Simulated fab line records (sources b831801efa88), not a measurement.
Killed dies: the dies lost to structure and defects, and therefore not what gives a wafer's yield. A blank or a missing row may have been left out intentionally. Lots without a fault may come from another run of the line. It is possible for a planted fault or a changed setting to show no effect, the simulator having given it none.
fab line records	flow sky130
[record] lots = 12	wafers = 36	last_day = 51
route steps=708 shown SONOS_ONO@169 GATE_OXIDE@188 PAD_OPEN@708
lots that met no fault: taken from a fault-free run of the same line
start_h: start of the lot's first displayed wafer, in hours after the record's first day	wait_h: how many hours have passed since the lot's step before this one	" same as the row above	L1.1+2: several wafers, shown together as one row	- no value, or no start was given	* or withheld: withheld	< > ~ a bound
route shown NAME@n: a module of which the file shows steps, and the number in the route of the first	usual: average and standard deviation across the fault-free wafers	same: alike in all rows	chamber/n: place in a boat	sites: the reading at each site	_std_site: their standard deviation	_edge_site: the outer-site mean with the inner-site mean subtracted	radius_mm: how far each site lies from the wafer's centre	mask NAME#n: copy n	behind: the last tool/chamber to shape the wafer	hold: cause of the lot's hold/its duration in hours/its outcome	device: which transistor (n, p or np) failed to switch	end of line: at the end of the route, the tests of the same wafers	a step given without rows: its recipe and nothing more	killed: at the first sort, the dies lost to defects and structure; wafer yield is something else	map: dies across one wafer; x = killed, . = not, _ = none there
set.NAME: the setting that was run; set.NAME@STEP: the one run at that earlier step	model.NAME: the simulator's own value behind a step, which no gauge read
one table for each step of the route and one row for each wafer, over a sample of lots
services: when a tool's chamber went out of use (start_h, in hours from the record's first day, below 0 if earlier), for how many hours, and the reason
[[steps]]
[step SKY_SONOS_ONO_THK_MEAS_01]
[recipe] reads = SiO2_of_SONOS_ONO_OXIDATION_00
[usual] SONOS_ONO_OXIDATION_THK = 2.60/0.05
lot.wafer	tool	chamber	start_h	wait_h	SONOS_ONO_OXIDATION_THK[nm]
L153.1	film_metro-03	-	278.68	0.0	2.65
L153.4	"	-	"	"	2.52
L153.5	"	-	"	"	2.55
L155.1	film_metro-01	-	289.39	0.0	2.68
L155.5	"	-	"	"	2.63
L155.6	"	-	"	"	2.67
L156.1	film_metro-02	-	289.39	0.0	2.71
L156.2	"	-	"	"	2.68
L156.3	"	-	"	"	2.66
L157.1	film_metro-01	-	308.62	0.0	2.58
L157.2	"	-	"	"	2.61
L157.6	"	-	"	"	2.51
L158.2	film_metro-02	-	314.12	0.0	2.65
L158.5	"	-	"	"	2.66
L158.6	"	-	"	"	2.65
L165.1	film_metro-01	-	360.41	0.0	2.62
L165.4	"	-	"	"	2.58
L165.5	"	-	"	"	2.61
L167.3	film_metro-03	-	390.67	0.0	2.66
L167.5	"	-	"	"	2.60
L167.6	"	-	"	"	2.69
L169.1	film_metro-02	-	402.98	0.0	2.63
L169.2	"	-	"	"	2.62
L169.3	"	-	"	"	2.58
L170.1	film_metro-03	-	405.58	0.0	2.57
L170.5	"	-	"	"	2.56
L170.6	"	-	"	"	2.61
L171.1	film_metro-01	-	412.40	0.0	2.60
L171.3	"	-	"	"	2.60
L171.4	"	-	"	"	2.58
L173.1	film_metro-01	-	429.45	0.0	2.53
L173.2	"	-	"	"	2.60
L173.5	"	-	"	"	2.50
L175.1	film_metro-01	-	452.16	0.0	2.63
L175.4	"	-	"	"	2.56
L175.6	"	-	"	"	2.56
[step SKY_SONOS_ONO_OVL_MEAS_14]
[usual] SONOS_ONO_OVL = -1.4/1.8
lot.wafer	tool	chamber	start_h	wait_h	SONOS_ONO_OVL[nm]
L153.1	overlay-02	-	308.43	0.1	1.1
L153.4	"	-	"	"	-0.3
L153.5	"	-	"	"	-0.7
L155.1	overlay-01	-	318.06	0.1	-2.2
L155.5	"	-	"	"	-0.9
L155.6	"	-	"	"	-2.3
L156.1	overlay-01	-	318.57	0.1	0.8
L156.2	"	-	"	"	0.7
L156.3	"	-	"	"	-0.1
L157.1	overlay-01	-	342.98	0.1	-4.4
L157.2	"	-	"	"	-3.8
L157.6	"	-	"	"	-5.3
L158.2	overlay-02	-	343.21	0.1	-4.8
L158.5	"	-	"	"	-4.1
L158.6	"	-	"	"	-4.4
L165.1	overlay-02	-	394.07	0.1	-0.4
L165.4	"	-	"	"	0.3
L165.5	"	-	"	"	2.7
L167.3	overlay-01	-	422.15	0.1	-1.0
L167.5	"	-	"	"	-2.4
L167.6	"	-	"	"	-1.7
L169.1	overlay-01	-	435.43	0.1	3.5
L169.2	"	-	"	"	2.3
L169.3	"	-	"	"	-0.7
L170.1	overlay-02	-	444.07	0.1	-2.3
L170.5	"	-	"	"	-1.6
L170.6	"	-	"	"	-2.4
L171.1	overlay-01	-	447.17	0.1	-1.7
L171.3	"	-	"	"	-3.1
L171.4	"	-	"	"	-3.3
L173.1	overlay-01	-	466.67	0.1	-1.1
L173.2	"	-	"	"	-1.4
L173.5	"	-	"	"	0.7
L175.1	overlay-02	-	485.86	0.1	-0.8
L175.4	"	-	"	"	-0.4
L175.6	"	-	"	"	-1.7
[step SKY_SONOS_ONO_STRIP_17]
[recipe] chemistry = O2/N2	power_w = 1400	pressure_mtorr = 1500	platen_temp_c = withheld	o2_flow_sccm = 3000	n2_flow_sccm = 300	overash_fraction = 0.5
[usual] drypump_motor_current_A = 5.9/0.47	n2_flow_sccm = 299.9/0.93	oes_product_au = 0.710/0.0042	strip_time_to_endpoint_s = 14.10/0.04
lot.wafer	tool	chamber	start_h	wait_h	drypump_motor_current_A	n2_flow_sccm	oes_product_au	rf_hours_counter_h	strip_time_to_endpoint_s
L153.1	plasma_asher-01	0	308.58	0.0	6.4	300.7	0.708	19	14.13
L153.4	"	1	"	"	6.5	299.9	0.705	-	14.15
L153.5	"	1	"	"	6.5	300.3	0.708	-	14.08
L155.1	plasma_asher-03	1	318.20	0.0	6.5	298.5	0.713	49	14.17
L155.5	"	1	"	"	6.4	298.2	0.704	-	14.14
L155.6	"	0	"	"	5.3	299.2	0.712	-	14.18
L156.1	plasma_asher-01	0	318.71	0.0	6.4	298.3	0.704	20	14.06
L156.2	"	1	"	"	6.4	301.1	0.714	20	14.07
L156.3	"	0	"	"	6.4	298.3	0.704	-	14.02
L157.1	plasma_asher-04	1	343.13	0.0	5.6	300.0	0.704	65	14.10
L157.2	"	0	"	"	5.6	297.5	0.708	65	14.09
L157.6	"	1	"	"	5.6	299.1	0.717	-	14.09
L158.2	plasma_asher-01	0	343.36	0.0	6.4	299.0	0.714	23	14.13
L158.5	"	1	"	"	6.5	299.3	0.712	-	14.17
L158.6	"	0	"	"	6.4	299.7	0.709	-	14.17
L165.1	plasma_asher-01	0	394.21	0.0	6.4	300.6	0.708	28	14.06
L165.4	"	0	"	"	6.4	299.6	0.710	-	14.05
L165.5	"	1	"	"	6.5	299.4	0.710	-	14.07
L167.3	plasma_asher-03	0	422.32	0.0	5.3	300.4	0.708	-	14.03
L167.5	"	0	"	"	5.3	299.6	0.716	-	14.00
L167.6	"	1	"	"	6.4	299.8	0.712	-	14.04
L169.1	plasma_asher-03	0	435.58	0.0	5.3	299.4	0.706	58	14.07
L169.2	"	1	"	"	6.4	299.8	0.723	58	14.16
L169.3	"	1	"	"	6.5	301.0	0.708	-	14.10
L170.1	plasma_asher-04	0	444.22	0.0	5.5	299.6	0.717	77	14.04
L170.5	"	0	"	"	5.5	300.5	0.714	-	14.08
L170.6	"	1	"	"	5.6	300.0	0.712	-	14.04
L171.1	plasma_asher-01	1	447.31	0.0	6.5	301.0	0.709	34	14.13
L171.3	"	1	"	"	6.5	300.4	0.719	-	14.15
L171.4	"	0	"	"	6.4	299.4	0.720	-	14.10
L173.1	plasma_asher-01	0	466.81	0.0	6.4	298.4	0.719	36	14.04
L173.2	"	1	"	"	6.4	299.2	0.703	36	14.11
L173.5	"	0	"	"	6.4	299.6	0.712	-	14.09
L175.1	plasma_asher-03	0	486.01	0.0	5.4	298.0	0.708	63	14.12
L175.4	"	0	"	"	5.3	298.9	0.714	-	14.16
L175.6	"	0	"	"	5.4	299.6	0.697	-	14.20
[step SKY_GATE_OXIDE_OXIDATION_01]
[recipe] temp_c = 900	ambient = O2	stabilise_s = 600	purge_s = 300	target_thk_a = 102.68	ox_time_s = 1473
[usual] ox_temp_c = 900.1/0.39	spike_tc_upper_C = 901.3/1.7	zone_power_bottom_pct = 29/3.4
lot.wafer	tool	chamber	start_h	wait_h	ox_temp_c	spike_tc_upper_C	zone_power_bottom_pct
L153.1	furnace-02	0	312.81	4.0	898.5	903.7	33
L153.4	"	0	"	"	899.7	900.4	32
L153.5	"	0	"	"	899.7	902.1	32
L155.1	furnace-01	0	320.97	2.6	900.1	900.0	25
L155.5	"	0	"	"	900.1	898.9	26
L155.6	"	0	"	"	900.2	901.2	26
L156.1	furnace-01	0	320.97	2.1	900.1	900.3	26
L156.2	"	0	"	"	899.8	899.7	25
L156.3	"	0	"	"	900.3	900.1	26
L157.1	furnace-01	0	343.33	0.0	899.1	900.3	26
L157.2	"	0	"	"	899.4	899.1	26
L157.6	"	0	"	"	899.6	900.9	26
L157.1	furnace-02	0	344.98	0.2	900.3	905.3	32
L157.2	"	0	"	"	900.1	903.0	33
L157.6	"	0	"	"	900.4	901.8	32
L158.2	furnace-02	0	343.57	0.0	900.4	905.7	33
L158.5	"	0	"	"	900.5	905.0	32
L158.6	"	0	"	"	900.2	902.2	32
L165.1	furnace-02	0	394.89	0.5	899.5	903.4	33
L165.4	"	0	"	"	899.9	903.4	32
L165.5	"	0	"	"	900.0	902.3	33
L165.1	furnace-01	0	396.63	0.3	900.6	899.6	26
L165.4	"	0	"	"	900.8	900.1	26
L165.5	"	0	"	"	900.2	898.3	26
L167.3	furnace-01	0	422.75	0.2	900.5	899.4	26
L167.5	"	0	"	"	900.3	900.8	26
L167.6	"	0	"	"	899.8	900.0	26
L169.1	furnace-01	0	435.78	0.0	900.0	899.4	26
L169.2	"	0	"	"	900.3	899.1	25
L169.3	"	0	"	"	899.9	900.7	26
L170.1	furnace-01	0	444.42	0.0	900.4	899.7	26
L170.5	"	0	"	"	900.7	899.8	26
L170.6	"	0	"	"	900.3	899.9	26
L171.1	furnace-01	0	447.51	0.0	900.1	899.6	25
L171.3	"	0	"	"	900.6	901.1	26
L171.4	"	0	"	"	901.1	899.9	26
L173.1	furnace-01	0	467.38	0.4	899.9	899.8	26
L173.2	"	0	"	"	900.2	900.6	26
L173.5	"	0	"	"	899.8	899.1	26
L175.1	furnace-01	0	488.45	2.2	899.6	900.0	26
L175.4	"	0	"	"	899.9	898.5	26
L175.6	"	0	"	"	900.5	899.7	25
[step SKY_GATE_OXIDE_THK_MEAS_02]
[recipe] reads = SiO2_of_GATE_OXIDE_OXIDATION_01
[usual] GATE_OXIDE_OXIDATION_00_THK = 10.36/0.18
lot.wafer	tool	chamber	start_h	wait_h	GATE_OXIDE_OXIDATION_00_THK[nm]
L153.1	film_metro-04	-	314.21	0.0	10.21
L153.4	"	-	"	"	10.27
L153.5	"	-	"	"	10.13
L155.1	film_metro-01	-	322.38	0.0	10.36
L155.5	"	-	"	"	10.41
L155.6	"	-	"	"	10.24
L156.1	film_metro-03	-	322.38	0.0	10.30
L156.2	"	-	"	"	10.19
L156.3	"	-	"	"	10.26
L158.2	film_metro-03	-	344.99	0.0	10.17
L158.5	"	-	"	"	10.23
L158.6	"	-	"	"	10.31
L157.1	film_metro-04	-	346.38	0.0	16.28
L157.2	"	-	"	"	16.19
L157.6	"	-	"	"	16.33
L165.1	film_metro-01	-	398.04	0.0	16.81
L165.4	"	-	"	"	16.95
L165.5	"	-	"	"	16.97
L167.3	film_metro-03	-	424.18	0.0	10.63
L167.5	"	-	"	"	10.51
L167.6	"	-	"	"	10.61
L169.1	film_metro-03	-	437.19	0.0	10.51
L169.2	"	-	"	"	10.44
L169.3	"	-	"	"	10.42
L170.1	film_metro-04	-	445.83	0.0	10.41
L170.5	"	-	"	"	10.19
L170.6	"	-	"	"	10.22
L171.1	film_metro-03	-	448.92	0.0	10.71
L171.3	"	-	"	"	10.78
L171.4	"	-	"	"	10.38
L173.1	film_metro-01	-	468.79	0.0	10.60
L173.2	"	-	"	"	10.44
L173.5	"	-	"	"	10.61
L175.1	film_metro-03	-	489.86	0.0	10.46
L175.4	"	-	"	"	10.43
L175.6	"	-	"	"	10.59
[step SKY_PAD_OPEN_PROBE_99]
[usual] killed_at_M0_to_M3 = 43/6.6	killed_at_M4_up = 3.1/1.9	killed_at_contacts = 24/5.2	killed_at_front_end = 16/4.5	killed_at_other = 0.4/0.62	killed_dies = 87/9	killed_open = 48/7	killed_short = 39/6.2
[same] gross_dies = 492	killed_at_back_side = 0
lot.wafer	tool	chamber	start_h	wait_h	killed_at_M0_to_M3	killed_at_M4_up	killed_at_contacts	killed_at_front_end	killed_at_other	killed_dies	killed_open	killed_short
L157.1	prober-01	-	1129.34	0.1	53	2	28	23	0	106	66	39
L157.2	prober-01	-	1129.39	0.1	46	4	26	17	0	93	55	38
L157.6	prober-01	-	1129.59	0.2	36	1	22	14	1	74	36	37
L169.1	prober-02	-	1198.06	0.1	39	5	29	15	0	88	51	37
L169.2	prober-02	-	1198.11	0.1	38	4	28	21	0	91	54	37
L169.3	prober-02	-	1198.16	0.2	45	1	28	10	0	84	43	41
L170.1	prober-01	-	1207.13	0.1	45	4	21	11	0	81	44	37
L170.5	prober-01	-	1207.33	0.2	43	4	20	11	0	78	45	33
L170.6	prober-01	-	1207.38	0.2	34	2	23	13	0	72	37	35
L173.1	prober-02	-	1209.36	0.1	47	1	23	19	1	91	56	35
L173.2	prober-02	-	1209.41	0.1	37	4	24	26	1	92	56	36
L173.5	prober-02	-	1209.56	0.2	38	0	24	16	0	78	45	33
// killed by level:class
L157.1 VIA1:geometric_particle:open=15 VIA3:geometric_particle:open=10 LI_CONTACT:geometric_particle:open=9 VIA2:geometric_particle:open=8 FIELD_ISO:geometric_particle:short=7 CONTACT:geometric_particle:short=7 CONTACT:geometric_particle:open=7 POLY_GATE:geometric_particle:open=5
L157.2 VIA1:geometric_particle:open=13 VIA2:geometric_particle:open=10 CONTACT:geometric_particle:short=8 POLY_GATE:geometric_particle:open=7 METAL1:geometric_particle:short=7 CONTACT:geometric_particle:open=7 LOCAL_INTERCONNECT:geometric_particle:short=6 FIELD_ISO:geometric_particle:open=4
L157.6 CONTACT:geometric_particle:open=8 METAL1:geometric_particle:short=7 FIELD_ISO:geometric_particle:open=6 METAL2:geometric_particle:short=6 LOCAL_INTERCONNECT:geometric_particle:short=5 METAL3:geometric_particle:short=5 VIA1:geometric_particle:short=5 VIA1:geometric_particle:open=5
L169.1 CONTACT:geometric_particle:open=15 VIA1:geometric_particle:open=11 CONTACT:geometric_particle:short=6 VIA3:geometric_particle:open=5 METAL1:geometric_particle:short=5 VIA1:geometric_particle:short=5 FIELD_ISO:geometric_particle:short=4 POLY_GATE:geometric_particle:open=4
L169.2 CONTACT:geometric_particle:open=10 LI_CONTACT:geometric_particle:open=9 VIA1:geometric_particle:open=8 VIA2:geometric_particle:open=8 POLY_GATE:geometric_particle:open=6 METAL2:geometric_particle:short=6 FIELD_ISO:geometric_particle:open=5 VIA1:geometric_particle:short=5
L169.3 LI_CONTACT:geometric_particle:open=13 CONTACT:geometric_particle:open=8 VIA1:geometric_particle:open=7 VIA2:geometric_particle:open=7 VIA1:geometric_particle:short=6 METAL2:geometric_particle:short=6 METAL3:geometric_particle:short=6 POLY_GATE:geometric_particle:short=4
L170.1 CONTACT:geometric_particle:open=9 VIA1:geometric_particle:open=8 VIA3:geometric_particle:open=7 LI_CONTACT:geometric_particle:open=6 METAL2:geometric_particle:short=6 METAL1:geometric_particle:short=5 FIELD_ISO:geometric_particle:short=4 VIA2:geometric_particle:short=4
L170.5 VIA1:geometric_particle:open=11 CONTACT:geometric_particle:open=10 METAL2:geometric_particle:short=8 VIA2:geometric_particle:open=8 LI_CONTACT:geometric_particle:open=4 METAL1:geometric_particle:short=4 VIA3:geometric_particle:open=4 FIELD_ISO:geometric_particle:short=3
L170.6 LI_CONTACT:geometric_particle:open=8 CONTACT:geometric_particle:short=7 METAL3:geometric_particle:short=7 FIELD_ISO:geometric_particle:open=6 VIA3:geometric_particle:open=5 VIA1:geometric_particle:open=5 METAL2:geometric_particle:short=4 VIA2:geometric_particle:open=4
L173.1 VIA1:geometric_particle:open=13 VIA3:geometric_particle:open=9 LI_CONTACT:geometric_particle:open=7 CONTACT:geometric_particle:open=7 METAL1:geometric_particle:short=6 VIA1:geometric_particle:short=6 POLY_GATE:geometric_particle:open=5 POLY_GATE:geometric_particle:short=5
L173.2 VIA1:geometric_particle:open=18 CONTACT:geometric_particle:open=9 FIELD_ISO:geometric_particle:open=8 FIELD_ISO:geometric_particle:short=6 LI_CONTACT:geometric_particle:open=6 POLY_GATE:geometric_particle:open=5 VIA1:geometric_particle:short=5 CONTACT:geometric_particle:short=4
L173.5 CONTACT:geometric_particle:open=10 VIA1:geometric_particle:open=9 CONTACT:geometric_particle:short=7 LI_CONTACT:geometric_particle:open=6 POLY_GATE:geometric_particle:open=5 FIELD_ISO:geometric_particle:open=4 METAL1:geometric_particle:short=4 VIA1:geometric_particle:short=4
[[services]]
tool	chamber	start_h	hours	kind
furnace-01	-	287.25	9.9	pm
furnace-02	-	308.86	3.9	pm
furnace-01	-	315.28	4.2	pm
plasma_asher-03	-	331.40	5.6	repair
plasma_asher-03	-	350.89	2.3	repair
furnace-01	-	365.99	3.8	pm
plasma_asher-03	-	376.49	15.3	repair
plasma_asher-03	-	406.62	11.4	repair
furnace-02	-	476.16	3.7	pm
furnace-01	-	483.89	3.0	pm
furnace-02	-	486.93	3.7	pm
[[key]]
[first_sign] step = SKY_GATE_OXIDE_OXIDATION_01	reading = visit	direction = added
[effect] step = SKY_GATE_OXIDE_THK_MEAS_02	reading = GATE_OXIDE_OXIDATION_00_THK	direction = up	sigmas = 34	usual = 10.36	struck = 16.59
met_at SKY_GATE_OXIDE_OXIDATION_01
struck_lots L157,L165
tester_left_out L157,L165
not_acting_at SKY_SONOS_ONO_THK_MEAS_01,SKY_SONOS_ONO_OVL_MEAS_14,SKY_SONOS_ONO_STRIP_17
[fault] kind = repeated_step_whole	tool = furnace-01,furnace-02	chamber = -	onset_h = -	steps = SKY_GATE_OXIDE_OXIDATION_01	times = 1	scope = struck_lots_only
// tester_left_out: of these lots the tester's yield and bins aren't shown, on N5 and GAA mostly nor the transistor test; their killed dies are dies lost to structure and defects alone, not to doping, threshold or leakage, so they don't give the yield
